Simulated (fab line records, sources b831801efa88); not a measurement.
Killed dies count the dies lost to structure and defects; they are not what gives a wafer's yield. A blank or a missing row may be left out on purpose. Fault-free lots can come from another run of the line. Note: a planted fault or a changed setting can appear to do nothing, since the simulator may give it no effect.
Problem report in the 8D (eight disciplines) form, filled by code + flow sky130 + the parts of the form that need people (team, actions taken, sign-off) are left out

1. PROBLEM STATEMENT
Mean of susceptor_temp_C at SKY_LI_CONTACT_CVD_21: 398.02 C across 6 wafers in 2 lots; on wafers with no fault it is 399.96 C (standard deviation 0.23). That puts it -8.4 standard deviations away from the usual mean.
The step: deposits W, target thk 400 nm, time 120.56 s.
The first sign was on wafer L685.3 at day 35 10:49, on cvd_w-01. The record holds 36 wafers of 12 lots with a number at this step. Rule for "out" (also "out of limits"): further than 4 standard deviations from the usual mean. Any other wafer with a number is counted as sound.

2. WHAT IT IS, WHAT IT ISN'T
| question                    | is                     | is not                                                                    |
|-----------------------------|------------------------|---------------------------------------------------------------------------|
| which readings at this step | susceptor_temp_C       | heater_power_w                                                            |
| which lots                  | L685, L687             | L669, L670, L673, L674, L676, L679, L681, L682, L691, L692                |
| which wafers of those lots  | all that have a number | -                                                                         |
| read on which tools         | cvd_w-01               | cvd_w-02                                                                  |
| when                        | from day 35 10:49      | up to then (24 sound wafers); but 6 sound wafers of L691, L692 came after |

3. SUSPECTS, AND WHAT RULES EACH OUT
Counting: a tool at a process step up to the reading stays a suspect if it ran every lot that is out and no sound lot after the first of them.
- rtp_anneal-01 at SKY_SD_N_RTA_14 (time 2 s): kept. It processed each lot that is out, first L685 at day 34 06:31, and no sound lot thereafter; up to then, the last sound lot it processed was L681 at day 33 09:35.
- cvd_w-01 at SKY_LI_CONTACT_CVD_21 (deposits W, target thk 400 nm, time 120.56 s): kept. It processed each lot that is out, first L685 at day 35 10:49, and no sound lot thereafter; up to then, the last sound lot it processed was L682 at day 34 21:03. On those wafers its own readings are out: susceptor_temp_C.
Remaining after the count are rtp_anneal-01 at SKY_SD_N_RTA_14 and cvd_w-01 at SKY_LI_CONTACT_CVD_21.

4. THE CAUSE (what the simulator had put in)
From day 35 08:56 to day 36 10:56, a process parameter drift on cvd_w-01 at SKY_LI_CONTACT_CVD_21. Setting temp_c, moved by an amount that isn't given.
This tool is one of the 2 suspects left after counting.

5. SEQUENCE OF EFFECTS, ordered by route
Each row: a reading whose mean over the struck wafers that have a number lies more than 3 standard deviations from the usual. Only readings whose record carries a usual standard deviation are examined. hours: median over the lots of the time between each lot's start at the first step of this table that gives one and its start at this step. sigmas: the change, counted in usual standard deviations.
| hours | step                      | reading          | usual        | on struck wafers | change | sigmas |
|-------|---------------------------|------------------|--------------|------------------|--------|--------|
| 0     | SKY_LI_CONTACT_CVD_21     | susceptor_temp_C | 399.96 C     | 398.02           | -1.94  | -8.4   |
| 0     | SKY_LI_CONTACT_RS_MEAS_22 | LI_CONTACT_W_RS  | 0.287 ohm/sq | 0.297            | +0.010 | +3.1   |
It contains these process steps:
- SKY_LI_CONTACT_CVD_21: deposits W, target thk 400 nm, time 120.56 s.

6. WHAT WOULD HAVE CAUGHT IT SOONER
2 hours passed between the start of the fault at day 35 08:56 and the first reading out of limits in this record, taken at day 35 10:49.
